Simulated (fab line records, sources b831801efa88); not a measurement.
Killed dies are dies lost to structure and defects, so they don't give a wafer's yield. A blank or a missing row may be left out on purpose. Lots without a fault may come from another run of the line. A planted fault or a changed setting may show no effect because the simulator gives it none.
Chamber matching | flow gf180mcu | GF_STI_ETCH_14 on rie_si-01: 4 sister chambers
The step etches Si in HBr/Cl2/O2, target depth 360 nm, time 102.9 s. 4 wafers are shown with their chamber, then 9 later ones without.

WAFERS WITH THEIR CHAMBER
wafer  | chamber | drypump_motor_current_A (A)
L951.1 | 3       | 5.2
L952.2 | 0       | 5.8
L952.3 | 1       | 5.7
L952.4 | 2       | 5.9

WAFERS WITHOUT THEIR CHAMBER
wafer  | drypump_motor_current_A (A)
L953.3 | 5.7
L953.4 | 5.7
L953.5 | 5.9
L958.1 | 5.1
L958.2 | 5.7
L958.4 | 5.8
L959.1 | 5.1
L959.2 | 5.7
L959.3 | 5.9

WHICH CHAMBER EACH WENT THROUGH
wafer  | from the rows above | in truth
L953.3 | 1                   | 1
L953.4 | 1                   | 1
L953.5 | 2                   | 2
L958.1 | 3                   | 3
L958.2 | 1                   | 1
L958.4 | 0                   | 0
L959.1 | 3                   | 3
L959.2 | 1                   | 1
L959.3 | 2                   | 2
Placed correctly: 9 of 9. Can't be placed from these rows: 0. Placed wrongly: 0.
How it was worked out, from the rows above alone: a wafer's distance from a chamber is the root of the sum, over the readings, of the square of ((its reading less the chamber's mean) divided by the reading's scatter). The wafer belongs to the nearest chamber; if the next one is less than 2 further off, it can't be placed. A chamber's mean is the mean of its shown wafers. The scatter: with one shown wafer a chamber, the root of the mean of the squares of how far each hidden wafer lies from its nearest shown one.
